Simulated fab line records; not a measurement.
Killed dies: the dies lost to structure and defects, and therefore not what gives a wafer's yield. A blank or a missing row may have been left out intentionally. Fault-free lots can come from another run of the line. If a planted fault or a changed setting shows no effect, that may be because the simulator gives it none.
The same fault as seen by 2 desks | flow gf180mcu | each desk holds nothing but its own numbers, with what lay behind them at the end

TOOL OWNER'S DESK, pvd_sputter-01
At GF_TOP_METAL_SPUTTER_01 (material TiN, target thk 30 nm, time 25 s) the tool's own readings: per lot run on this tool, the mean of the sampled wafers that have a number. If a lot's mean is further than 4 standard deviations from the usual mean, the lot is out of limits and carries the mark OUT (the distance appears in the brackets).
Columns: A = cathode_dc_power_W at GF_TOP_METAL_SPUTTER_01, usual 6500.1 W; B = throttle_valve_pct at GF_TOP_METAL_SPUTTER_01, usual 29.3 %
lot  | first seen here | A                        | B
L808 | day 28 08:20    | 6498.6                   | 29.9
L817 | day 31 13:04    | 6053.8 (-99 or more) OUT | 30.4
L819 | day 31 17:34    | 6053.5 (-99 or more) OUT | 30.2
This desk's verdict: out of limits on L817, L819, starting with L817 at day 31 13:04 (cathode_dc_power_W at GF_TOP_METAL_SPUTTER_01). L808: within limits.

AT THE METROLOGY DESK
Means of the sampled wafers that have a number, per lot and without regard to the tool the lot ran on: this is what the gauges read. If a lot's mean is further than 4 standard deviations from the usual mean, the lot is out of limits and carries the mark OUT (the distance appears in the brackets).
Columns: A = V5_W_RS at GF_V5_RS_MEAS_24, usual 0.324 ohm/sq; B = V5_W_THK at GF_V5_THK_MEAS_25, usual 350 nm
lot  | first seen here | A     | B
L808 | day 28 07:40    | 0.321 | 345
L817 | day 31 12:14    | 0.325 | 341
L819 | day 31 16:44    | 0.330 | 346
L821 | day 32 08:26    | 0.319 | 361
L824 | day 33 10:17    | 0.327 | 350
L826 | day 34 02:10    | 0.327 | 349
This desk's finding: nothing out of limits on any of the 6 lots.

TAKEN TOGETHER
At day 31 13:04, on L817, L819, the tool owner's desk was in a position to raise an alarm.
Metrology desk: nothing out of limits seen.
The metrology desk holds a record of L817, L819, inside its limits.
On pvd_sputter-01, each named lot ran GF_TOP_METAL_SPUTTER_01.

WHAT WAS PUT IN BY THE SIMULATOR
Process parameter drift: pvd_sputter-01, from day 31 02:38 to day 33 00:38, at GF_TOP_METAL_SPUTTER_01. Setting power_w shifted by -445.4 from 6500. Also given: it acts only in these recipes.
Struck lots among those shown: L817, L819.
Delay in hours, fault start to first out-of-limits reading, by desk: the tool owner's desk at 10.
